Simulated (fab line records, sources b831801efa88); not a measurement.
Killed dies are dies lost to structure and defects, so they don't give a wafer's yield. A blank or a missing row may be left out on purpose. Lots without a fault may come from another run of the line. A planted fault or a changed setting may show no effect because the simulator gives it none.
A struck lot beside a sound one | flow sfq_line | 14 steps out of a route of 325
Sound: wafers L862.1, L862.2, L862.4. Struck: wafers L870.3, L870.5, L870.6. The cause comes at the end.
At each step with rows: each side's tool, then ch and its chambers, then its first start. Under that, the readings that differ: sound wafers | struck wafers | difference of the means | sigmas: that difference in standard deviations of wafers without a fault.
alike: readings whose means differ by less than 2 such deviations, and words and numbers that are the same on both sides. not compared: withheld readings, readings that some wafer has no value for, bounds like >300 that may hide the same value, and numbers for which the record gives no deviation and whose values overlap.
The two part at a step that has a row with sigmas, a row that says differs or no value, or rows on one side only. Numbers that don't overlap but have no deviation are shown without sigmas and don't part them. A reading that every wafer of one side lacks parts them only if that side has two wafers or more.

SFQ_TRILAYER_M1_BARC_OPEN_METAL_ETCH_054: etches BARC in O2, target depth 125 nm, time 41.7 s.
  sound on rie_metal-04 ch 0,1, day 14 15:25; struck on rie_metal-03 ch 0,1, day 17 19:06
  alike: drypump_motor_current_A, oes_product_au
  not compared: rf_hours_counter_h
SFQ_TRILAYER_M1_ETCH_METAL_ETCH_042: etches Nb in Cl2/Ar, stops on SiO2, target depth 240 nm, time 120 s.
  sound on rie_metal-04 ch 0,1, day 14 15:28; struck on rie_metal-03 ch 0,1, day 17 19:11
  alike: drypump_motor_current_A, oes_product_au
  not compared: rf_hours_counter_h
then, 2 steps without rows for these wafers: SFQ_TRILAYER_M1_STRIP_STRIP_043 (strips in O2); SFQ_TRILAYER_M1_STRIP_SOLV_CLEAN_044 (cleans in NMP, time 600 s).
SFQ_TRILAYER_I1_DEP_PECVD_045: deposits SiO2 from SiH4/N2O, time 111.11 s, target thk 500 nm.
  sound on pecvd-02 ch 1,2, day 14 16:22; struck on pecvd-01 ch 0,1, day 17 20:02
  reading              | sound       | struck      | difference | sigmas
  showerhead_vpp_V (V) | 862 867 866 | 803 785 809 | -66        | -2
  alike: heater_power_w, throttle_valve_pct
SFQ_TRILAYER_I1_CMP_CMP_046: polishes SiO2.
  sound on cmp-02 ch 0,1,3, day 15 04:52; struck on cmp-02 ch 1,2,3, day 17 21:07
  alike: motor_current_A, time_to_endpoint_s
SFQ_I1_BOW_MEAS_912:
  sound on film_metro-01, day 15 07:52; struck on film_metro-02, day 17 23:10
  reading     | sound       | struck  | difference | sigmas
  I1_BOW (um) | -10 -17 -12 | 15 9 27 | +30        | +3
SFQ_TRILAYER_I1_METRO_MEASURE_047:
  sound on film_metro-01, day 15 07:59; struck on film_metro-02, day 17 23:38
  alike: thk_nm
then, 4 steps without rows for these wafers: SFQ_TRILAYER_I1_VIA_LITHO_COAT_054 (resist thk 62 nm); SFQ_TRILAYER_I1_VIA_LITHO_COAT_049 (resist thk 650 nm); SFQ_TRILAYER_I1_VIA_LITHO_SOFTBAKE_053; SFQ_TRILAYER_I1_VIA_LITHO_EXPOSE_050 (exposes mask I1, target cd 500 nm).
-- the record jumps here: 5 days lie between the struck wafers' starts before and after --
SFQ_TRILAYER_I1_VIA_LITHO_PEB_052: peb time 60 s.
  sound on litho_track-01 ch 0, day 18 05:08; struck on litho_track-01, day 23 09:47
  no value came back on the struck wafers for chill_plate_temp_C (C), exhaust_pa (Pa); on the sound wafers chill_plate_temp_C (C) reads 22.83 23.04 22.75
then, 1 step without rows for these wafers: SFQ_TRILAYER_I1_VIA_LITHO_DEVELOP_051 (time 60 s).

WHERE THEY PART
First at SFQ_TRILAYER_I1_DEP_PECVD_045; last, within this record, at SFQ_TRILAYER_I1_VIA_LITHO_PEB_052.

WHY: what the simulator had put in
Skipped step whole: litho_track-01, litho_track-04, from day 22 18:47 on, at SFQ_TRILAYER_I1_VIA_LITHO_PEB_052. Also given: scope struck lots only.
